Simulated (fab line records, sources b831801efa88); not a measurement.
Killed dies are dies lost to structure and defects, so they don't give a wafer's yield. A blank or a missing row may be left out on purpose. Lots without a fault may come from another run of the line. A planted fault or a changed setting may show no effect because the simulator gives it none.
One fault seen from 2 desks | flow sky130 | each desk has only its own numbers; what lay behind them comes last

THE METROLOGY DESK
What the gauges read, lot by lot, whatever tool the lot ran on: means of the sampled wafers that have a number. A lot is out of limits, marked OUT, if its mean lies more than 4 standard deviations from the usual mean; the brackets give that distance.
Columns: A = POLY_GATE_OXIDATION_THK at SKY_POLY_GATE_THK_MEAS_21, usual 3.97 nm; B = SD_N_OVL at SKY_SD_N_OVL_MEAS_08, usual -0.3 nm
lot  | first seen here | A    | B
L668 | day 16 15:32    | 3.93 | 0.3
L669 | day 17 15:02    | 3.91 | -2.2
L670 | day 17 17:41    | 3.87 | -1.3
L671 | day 19 02:57    | 3.93 | 2.8
L672 | day 19 06:18    | 3.98 | -0.8
L674 | day 19 07:11    | 4.01 | 0.8
L675 | day 19 14:26    | 3.91 | -3.0
L679 | day 20 20:02    | 3.97 | 0.4
L683 | day 22 10:44    | 3.94 | -1.2
L684 | day 22 17:14    | 3.96 | -1.9
L686 | day 23 10:16    | 4.07 | -1.1
L688 | day 23 20:19    | 4.10 | 0.5
L689 | day 24 03:07    | 3.98 | -0.3
This desk's finding: nothing out of limits on any of the 13 lots.

THE TOOL OWNER'S DESK: litho_track-02
The tool's own readings at SKY_POLY_CUT_SOFTBAKE_04 (time 90 s): means of the sampled wafers that have a number, for each lot that ran on this tool. A lot is out of limits, marked OUT, if its mean lies more than 4 standard deviations from the usual mean; the brackets give that distance.
Columns: A = heater_power_total_W at SKY_POLY_CUT_SOFTBAKE_04, usual 57.36 W; B = plate_temp_C at SKY_POLY_CUT_SOFTBAKE_04, usual 99.99 C
lot  | first seen here | A               | B
L668 | day 23 17:00    | 57.28           | 100.00
L669 | day 24 17:00    | 57.34           | 99.95
L670 | day 24 20:00    | 57.28           | 100.04
L683 | day 29 07:00    | 54.48 (-26) OUT | 96.36 (-33) OUT
L684 | day 29 12:00    | 54.56 (-25) OUT | 96.47 (-32) OUT
This desk's finding: out of limits on L683, L684; first on L683, day 29 07:00 (heater_power_total_W at SKY_POLY_CUT_SOFTBAKE_04). In limits: L668, L669, L670.

PUT TOGETHER
The tool owner's desk could have raised an alarm at day 29 07:00, on L683, L684.
The metrology desk saw nothing out of limits.
The metrology desk has L683, L684 on record, within its limits.
Of the lots named, all ran SKY_POLY_CUT_SOFTBAKE_04 on litho_track-02.

WHAT THE SIMULATOR HAD PUT IN
Process parameter drift: litho_track-02, from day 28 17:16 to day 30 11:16, at SKY_POLY_CUT_SOFTBAKE_04. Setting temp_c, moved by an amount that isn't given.
Lots struck among those shown: L683, L684.
Hours from the fault's start to each desk's first reading out of limits: the tool owner's desk, 14.
